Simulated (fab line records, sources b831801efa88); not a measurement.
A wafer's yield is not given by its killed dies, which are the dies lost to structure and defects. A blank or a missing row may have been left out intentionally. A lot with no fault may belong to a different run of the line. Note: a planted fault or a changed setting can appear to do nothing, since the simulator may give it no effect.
Which tool did it? || flow sky130 || 9 lots with 27 wafers sampled at 4 steps, on a route of 708 steps

WHAT THE GAUGES SHOWED, per wafer
SKY_VIA4_THK_MEAS_01.
{"lot": "L321", "measured": "day 42 03:12", "on": "film_metro-01", "VIA4_HDPCVD_THK (nm)": "1747 1755 1748"}
{"lot": "L322", "measured": "day 42 10:10", "on": "film_metro-01", "VIA4_HDPCVD_THK (nm)": "1736 1711 1719"}
{"lot": "L323", "measured": "day 42 19:45", "on": "film_metro-01", "VIA4_HDPCVD_THK (nm)": "1742 1743 1761"}
{"lot": "L324", "measured": "day 43 09:23", "on": "film_metro-04", "VIA4_HDPCVD_THK (nm)": "1769 1775 1770"}
{"lot": "L329", "measured": "day 44 22:10", "on": "film_metro-01", "VIA4_HDPCVD_THK (nm)": "1749 1746 2736"}
{"lot": "L330", "measured": "day 45 03:07", "on": "film_metro-01", "VIA4_HDPCVD_THK (nm)": "1745 1748 1726"}
{"lot": "L331", "measured": "day 45 03:25", "on": "film_metro-04", "VIA4_HDPCVD_THK (nm)": "1763 1797 2755"}
{"lot": "L333", "measured": "day 45 22:02", "on": "film_metro-04", "VIA4_HDPCVD_THK (nm)": "1761 1755 1740"}
{"lot": "L336", "measured": "day 46 06:30", "on": "film_metro-04", "VIA4_HDPCVD_THK (nm)": "1777 1766 1772"}

WHICH TOOL RAN EACH LOT (tool, then ch and the chambers of the sampled wafers, then the start)
{"lot": "L321", "SKY_METAL4_SPUTTER_03": "pvd_sputter-04, day 40 00:38", "SKY_METAL4_DESCUM_15": "rie_metal-04 ch 0,1, day 42 02:01", "SKY_VIA4_HDPCVD_00": "hdpcvd-02 ch 0,1,2, day 42 03:01"}
{"lot": "L322", "SKY_METAL4_SPUTTER_03": "pvd_sputter-04, day 40 08:06", "SKY_METAL4_DESCUM_15": "rie_metal-03 ch 0,1, day 42 08:58", "SKY_VIA4_HDPCVD_00": "hdpcvd-02 ch 0,1,2, day 42 10:02"}
{"lot": "L323", "SKY_METAL4_SPUTTER_03": "pvd_sputter-04, day 40 17:33", "SKY_METAL4_DESCUM_15": "rie_metal-03 ch 1, day 42 18:31", "SKY_VIA4_HDPCVD_00": "hdpcvd-01 ch 1,2, day 42 19:34"}
{"lot": "L324", "SKY_METAL4_SPUTTER_03": "pvd_sputter-02, day 41 08:17", "SKY_METAL4_DESCUM_15": "rie_metal-01 ch 0,1, day 43 08:16", "SKY_VIA4_HDPCVD_00": "hdpcvd-02 ch 0,1,2, day 43 09:13"}
{"lot": "L329", "SKY_METAL4_SPUTTER_03": "pvd_sputter-01, day 42 23:55", "SKY_METAL4_DESCUM_15": "rie_metal-03 ch 0,1, day 44 21:04", "SKY_VIA4_HDPCVD_00": "hdpcvd-02 ch 0,1,2, day 44 21:59"}
{"lot": "L330", "SKY_METAL4_SPUTTER_03": "pvd_sputter-01, day 43 03:10", "SKY_METAL4_DESCUM_15": "rie_metal-03 ch 0,1, day 45 01:58", "SKY_VIA4_HDPCVD_00": "hdpcvd-01 ch 0,2, day 45 02:56"}
{"lot": "L331", "SKY_METAL4_SPUTTER_03": "pvd_sputter-04, day 43 04:07", "SKY_METAL4_DESCUM_15": "rie_metal-04 ch 0,1, day 45 02:19", "SKY_VIA4_HDPCVD_00": "hdpcvd-02 ch 0,1,2, day 45 03:14"}
{"lot": "L333", "SKY_METAL4_SPUTTER_03": "pvd_sputter-04, day 43 23:13", "SKY_METAL4_DESCUM_15": "rie_metal-01 ch 0,1, day 45 20:46", "SKY_VIA4_HDPCVD_00": "hdpcvd-01 ch 1,2, day 45 21:52"}
{"lot": "L336", "SKY_METAL4_SPUTTER_03": "pvd_sputter-01, day 44 09:20", "SKY_METAL4_DESCUM_15": "rie_metal-03 ch 0, day 46 05:16", "SKY_VIA4_HDPCVD_00": "hdpcvd-01 ch 1,2, day 46 06:19"}
- SKY_METAL4_SPUTTER_03: material Ti, target thk 5 nm, time 3.3 s.
- SKY_METAL4_DESCUM_15: chemistry O2, time 8 s.
- SKY_VIA4_HDPCVD_00: deposits SiO2, target thk 1750 nm, time 291.7 s.

THE ANSWER, worked out from the rows above alone
Rule: usual is defined by the lots themselves. Put in order of their means at a reading, lots are off if they are a third of the lots or fewer, leave a main group of 4 or more, and stand apart from it by a gap of 3 or more times the standard deviation of the main group's means; of several such gaps the widest counts. If all means in a main group match to the digits the tables above print for the reading, that group is not used. Also off: a lot with no number at a reading for which 4 or more lots have one. The other lots that the step has rows for count as sound.
Off: at SKY_VIA4_THK_MEAS_01 (VIA4_HDPCVD_THK), L329, L331. Mean 1751 nm and standard deviation 16 in the main group.
If a tool, at a process step before that reading, ran all the lots that are off and no sound lot after the first of them, it fits. Those tools and the gauges at SKY_VIA4_THK_MEAS_01 are tried in the same way. One fits: hdpcvd-02 at SKY_VIA4_HDPCVD_00. A fault onset in the window from L324 (day 43 09:13, its last sound lot) to L329 (day 44 21:59, its first lot off) fits.

WHAT HAD BEEN PUT IN BY THE SIMULATOR
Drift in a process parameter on hdpcvd-02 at SKY_VIA4_HDPCVD_00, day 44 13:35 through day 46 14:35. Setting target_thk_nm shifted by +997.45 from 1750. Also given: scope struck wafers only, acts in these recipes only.
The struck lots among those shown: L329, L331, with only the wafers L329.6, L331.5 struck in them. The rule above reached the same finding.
